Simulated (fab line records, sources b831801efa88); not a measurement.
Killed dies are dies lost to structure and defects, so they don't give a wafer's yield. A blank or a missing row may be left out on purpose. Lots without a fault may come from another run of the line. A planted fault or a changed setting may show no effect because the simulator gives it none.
One fault seen from 2 desks | flow gf180mcu | each desk has only its own numbers; what lay behind them comes last

THE TOOL OWNER'S DESK: cvd_w-02
The tool's own readings at GF_V3_CVD_23 (deposits W, target thk 350 nm, time 104.9 s): means of the sampled wafers that have a number, for each lot that ran on this tool. A lot is out of limits, marked OUT, if its mean lies more than 4 standard deviations from the usual mean; the brackets give that distance.
Columns: A = chamber_pressure_Torr at GF_V3_CVD_23, usual 40.01 Torr; B = heater_power_w at GF_V3_CVD_23, usual 895 W
lot  | first seen here | A                       | B
L399 | day 23 13:47    | 40.06                   | 913
L404 | day 25 06:47    | 40.02                   | 868
L407 | day 26 05:17    | 40.09                   | 923
L408 | day 26 10:54    | 39.97                   | 884
L409 | day 26 14:40    | 27.96 (-99 or more) OUT | 881
L410 | day 26 21:59    | 28.00 (-99 or more) OUT | 920
L420 | day 29 21:29    | 40.07                   | 876
This desk's finding: out of limits on L409, L410; first on L409, day 26 14:40 (chamber_pressure_Torr at GF_V3_CVD_23). In limits: L399, L404, L407, L408, L420.

THE METROLOGY DESK
What the gauges read, lot by lot, whatever tool the lot ran on: means of the sampled wafers that have a number. A lot is out of limits, marked OUT, if its mean lies more than 4 standard deviations from the usual mean; the brackets give that distance.
Columns: A = V3_BOW at GF_V3_BOW_MEAS_05, usual 118 um; B = V3_W_RS at GF_V3_RS_MEAS_24, usual 0.327 ohm/sq; C = V3_W_THK at GF_V3_THK_MEAS_25, usual 357 nm; D = cd_nm at GF_M4_CD_MEAS_14, usual 280.0 nm
lot  | first seen here | A   | B               | C             | D
L398 | day 21 22:36    | 111 | 0.320           | 362           | 279.5
L399 | day 22 13:43    | 130 | 0.331           | 351           | 279.7
L403 | day 24 00:35    | 121 | 0.327           | 356           | 279.8
L404 | day 24 07:25    | 118 | 0.329           | 355           | 279.0
L405 | day 24 09:29    | 127 | 0.323           | 357           | 281.8
L407 | day 25 06:36    | 114 | 0.327           | 353           | 280.3
L408 | day 25 13:17    | 120 | 0.327           | 352           | 277.4
L409 | day 25 16:51    | 123 | 0.397 (+16) OUT | 293 (-12) OUT | 279.9
L410 | day 26 00:04    | 123 | 0.392 (+15) OUT | 294 (-12) OUT | 280.7
L419 | day 28 19:32    | 106 | 0.326           | 355           | 280.7
L420 | day 29 02:23    | 98  | 0.329           | 363           | 280.9
This desk's finding: out of limits on L409, L410; first on L409, day 26 14:47 (V3_W_RS at GF_V3_RS_MEAS_24). In limits: L398, L399, L403, L404, L405, L407, L408, L419, L420.

PUT TOGETHER
The tool owner's desk could have raised an alarm at day 26 14:40, on L409, L410.
The metrology desk could have raised an alarm at day 26 14:47, on L409, L410.
Of the lots named, all ran GF_V3_CVD_23 on cvd_w-02.

WHAT THE SIMULATOR HAD PUT IN
Process parameter drift: cvd_w-02, from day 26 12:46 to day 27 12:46, at GF_V3_CVD_23. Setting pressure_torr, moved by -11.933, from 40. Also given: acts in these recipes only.
Lots struck among those shown: L409, L410.
Hours from the fault's start to each desk's first reading out of limits: the tool owner's desk, 2; the metrology desk, 2.
